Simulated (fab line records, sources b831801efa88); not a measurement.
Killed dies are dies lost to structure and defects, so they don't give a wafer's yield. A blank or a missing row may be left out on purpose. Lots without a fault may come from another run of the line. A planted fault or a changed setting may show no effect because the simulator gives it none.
Chamber matching | flow sky130 | SKY_CONTACT_CVD_00 on pecvd-01: 3 sister chambers
The step deposits Si3N4, target thk 75 nm. 3 wafers are shown with their chamber, then 8 later ones without.

WAFERS WITH THEIR CHAMBER
wafer  | chamber | heater_power_w (W)
L085.5 | 0       | 731
L089.6 | 2       | 721
L092.1 | 1       | 606

WAFERS WITHOUT THEIR CHAMBER
wafer  | heater_power_w (W)
L092.3 | 609
L092.6 | 717
L095.1 | 783
L095.2 | 711
L095.3 | 734
L095.4 | 584
L095.5 | 756
L095.6 | 720

WHICH CHAMBER EACH WENT THROUGH
wafer  | from the rows above     | in truth
L092.3 | 1                       | 1
L092.6 | can't be placed: 2 or 0 | 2
L095.1 | can't be placed: 0 or 2 | 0
L095.2 | can't be placed: 2 or 0 | 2
L095.3 | can't be placed: 0 or 2 | 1
L095.4 | 1                       | 1
L095.5 | can't be placed: 0 or 2 | 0
L095.6 | can't be placed: 2 or 0 | 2
Placed correctly: 2 of 8. Can't be placed from these rows: 6 (the true chamber is among the candidates in 5). Placed wrongly: 0.
How it was worked out, from the rows above alone: a wafer's distance from a chamber is the root of the sum, over the readings, of the square of ((its reading less the chamber's mean) divided by the reading's scatter). The wafer belongs to the nearest chamber; if the next one is less than 2 further off, it can't be placed. A chamber's mean is the mean of its shown wafers. The scatter: with one shown wafer a chamber, the root of the mean of the squares of how far each hidden wafer lies from its nearest shown one.
